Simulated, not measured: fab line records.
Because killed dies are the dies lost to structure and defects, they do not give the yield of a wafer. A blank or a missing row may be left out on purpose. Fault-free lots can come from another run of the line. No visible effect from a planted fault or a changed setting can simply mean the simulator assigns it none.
Matching of chambers | flow sky130 | 4 sister chambers for SKY_VIA2_CMP_24 on cmp-01
The step polishes, stops on SiO2, t overpolish 20 s, target thk 0 nm. 20 wafers are shown with their chamber, then 10 later ones without.

WAFERS WITH THEIR CHAMBER
wafer  | chamber | motor-current-A (A) | overpolish-run-s (s) | time-to-endpoint-s (s)
L967.2 | 1       | 10.6                | 19.993               | 95
L967.5 | 1       | 10.3                | 19.997               | 98
L967.6 | 0       | 13.5                | 19.993               | 98
L969.3 | 3       | 12.0                | 20.002               | 112
L969.4 | 0       | 13.5                | 20.003               | 97
L969.6 | 0       | 13.5                | 20.003               | 96
L971.2 | 2       | 10.7                | 19.989               | 103
L971.3 | 0       | 13.4                | 19.998               | 105
L971.5 | 0       | 12.9                | 19.993               | 101
L972.2 | 2       | 11.1                | 19.993               | 106
L972.5 | 1       | 10.5                | 20.007               | 100
L972.6 | 0       | 13.1                | 20.004               | 105
L975.1 | 0       | 13.6                | 19.995               | 96
L975.3 | 2       | 10.9                | 19.985               | 99
L975.4 | 1       | 11.0                | 20.006               | 99
L977.2 | 1       | 10.7                | 20.001               | 96
L977.4 | 3       | 11.7                | 20.008               | 106
L977.6 | 1       | 10.8                | 19.997               | 95
L981.1 | 3       | 11.7                | 19.992               | 98
L981.2 | 0       | 13.6                | 20.012               | 96

SIGNATURES (means of the wafers above)
reading            | chamber 0 | chamber 1 | chamber 2 | chamber 3 | scatter within a chamber
motor-current-A    | 13.387    | 10.650    | 10.900    | 11.800    | 0.235
overpolish-run-s   | 20.00013  | 20.00017  | 19.98900  | 20.00067  | 0.00623
time-to-endpoint-s | 99.25     | 97.17     | 102.67    | 105.33    | 3.98
Rule: a wafer's distance from a chamber is the root of the sum, over the readings, of the square of ((its reading less the chamber's mean) divided by the reading's scatter). If the next closest chamber is less than 2 further off than the closest, the wafer can't be placed; otherwise it belongs to the closest. The scatter: the root of (the sum of the squares of (reading less its chamber's mean) over the shown wafers, divided by (wafers less chambers)).

WAFERS WITHOUT THEIR CHAMBER
wafer  | motor-current-A (A) | overpolish-run-s (s) | time-to-endpoint-s (s)
L981.5 | 11.3                | 20.007               | 100
L982.2 | 11.7                | 19.985               | 102
L982.4 | 11.8                | 19.998               | 105
L982.6 | 11.4                | 20.001               | 110
L988.3 | 11.0                | 20.006               | 98
L988.4 | 11.5                | 20.002               | 101
L988.6 | 11.0                | 20.005               | 95
L990.1 | 11.0                | 20.007               | 98
L990.5 | 10.6                | 20.012               | 102
L990.6 | 9.8                 | 19.993               | 101

THE CHAMBER EACH PASSED THROUGH
wafer  | from the rows above          | in truth
L981.5 | can't be placed: 3 or 1 or 2 | 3
L982.2 | can't be placed: 3 or 2      | 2
L982.4 | 3                            | 3
L982.6 | can't be placed: 3 or 2      | 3
L988.3 | can't be placed: 1 or 2      | 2
L988.4 | can't be placed: 3 or 2      | 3
L988.6 | can't be placed: 1 or 2      | 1
L990.1 | can't be placed: 1 or 2      | 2
L990.5 | can't be placed: 1 or 2      | 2
L990.6 | can't be placed: 1 or 2      | 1
Correctly placed: 1 of 10. Unplaceable from these rows: 9, with the true chamber sitting among the candidates in 9. 0 placed wrongly.
